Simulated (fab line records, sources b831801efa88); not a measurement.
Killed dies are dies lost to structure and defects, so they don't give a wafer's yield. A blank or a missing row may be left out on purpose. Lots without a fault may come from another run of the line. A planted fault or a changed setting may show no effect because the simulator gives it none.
A struck lot beside a sound one | flow sky130 | 14 steps out of a route of 708
Sound: wafers L898.4, L898.5, L898.6. Struck: wafers L896.3, L896.4, L896.5. The cause comes at the end.
At each step with rows: each side's tool, then ch and its chambers, then its first start. Under that, the readings that differ: sound wafers | struck wafers | difference of the means | sigmas: that difference in standard deviations of wafers without a fault.
alike: readings whose means differ by less than 2 such deviations, and words and numbers that are the same on both sides. not compared: withheld readings, readings that some wafer has no value for, bounds like >300 that may hide the same value, and numbers for which the record gives no deviation and whose values overlap.
The two part at a step that has a row with sigmas, a row that says differs or no value, or rows on one side only. Numbers that don't overlap but have no deviation are shown without sigmas and don't part them. A reading that every wafer of one side lacks parts them only if that side has two wafers or more.

first, 2 steps without rows for these wafers: SKY_SD_P_PEB_05; SKY_SD_P_DEVELOP_06 (develop time 60 s).
SKY_SD_P_CD_MEAS_07: target cd 380 nm.
  sound on cd_sem-01, day 32 21:18; struck on cd_sem-02, day 32 01:47
  alike: cd_nm
SKY_SD_P_OVL_MEAS_08:
  sound on overlay-02, day 32 21:23; struck on overlay-02, day 32 01:52
  alike: SD_P_OVL
then, 1 step without rows for these wafers: SKY_SD_P_IMPLANT_09.
SKY_SD_P_STRIP_10: strips in O2/N2.
  sound on plasma_asher-01 ch 0,1, day 32 21:35; struck on plasma_asher-03 ch 0,1, day 32 02:05
  alike: drypump_motor_current_A, oes_product_au, strip_time_to_endpoint_s
  not compared: rf_hours_counter_h
SKY_SD_P_TW_MEAS_11:
  sound on film_metro-02, day 32 21:41; struck on film_metro-03, day 32 02:10
  alike: SD_P_TW
then, 5 steps without rows for these wafers: SKY_RES_XHIGH_DEHYDRATE_00 (time 60 s); SKY_RES_XHIGH_HMDS_01 (prime time 60 s); SKY_RES_XHIGH_COAT_02 (resist thk 1140 nm); SKY_RES_XHIGH_SOFTBAKE_03 (time 60 s); SKY_RES_XHIGH_EXPOSE_04 (exposes mask URPM, target cd 1270 nm).
SKY_RES_XHIGH_PEB_05:
  sound on litho_track-03 ch 0, day 33 22:13; struck on litho_track-03, day 33 04:26
  reading         | sound          | struck | difference                    | sigmas
  exhaust_pa (Pa) | 45.8 46.4 45.8 | - - -  | no value on the struck wafers |
  not compared: chill_plate_temp_C
then, 1 step without rows for these wafers: SKY_RES_XHIGH_DEVELOP_06 (develop time 60 s).

WHERE THEY PART
Only at SKY_RES_XHIGH_PEB_05, within this record.

WHY: what the simulator had put in
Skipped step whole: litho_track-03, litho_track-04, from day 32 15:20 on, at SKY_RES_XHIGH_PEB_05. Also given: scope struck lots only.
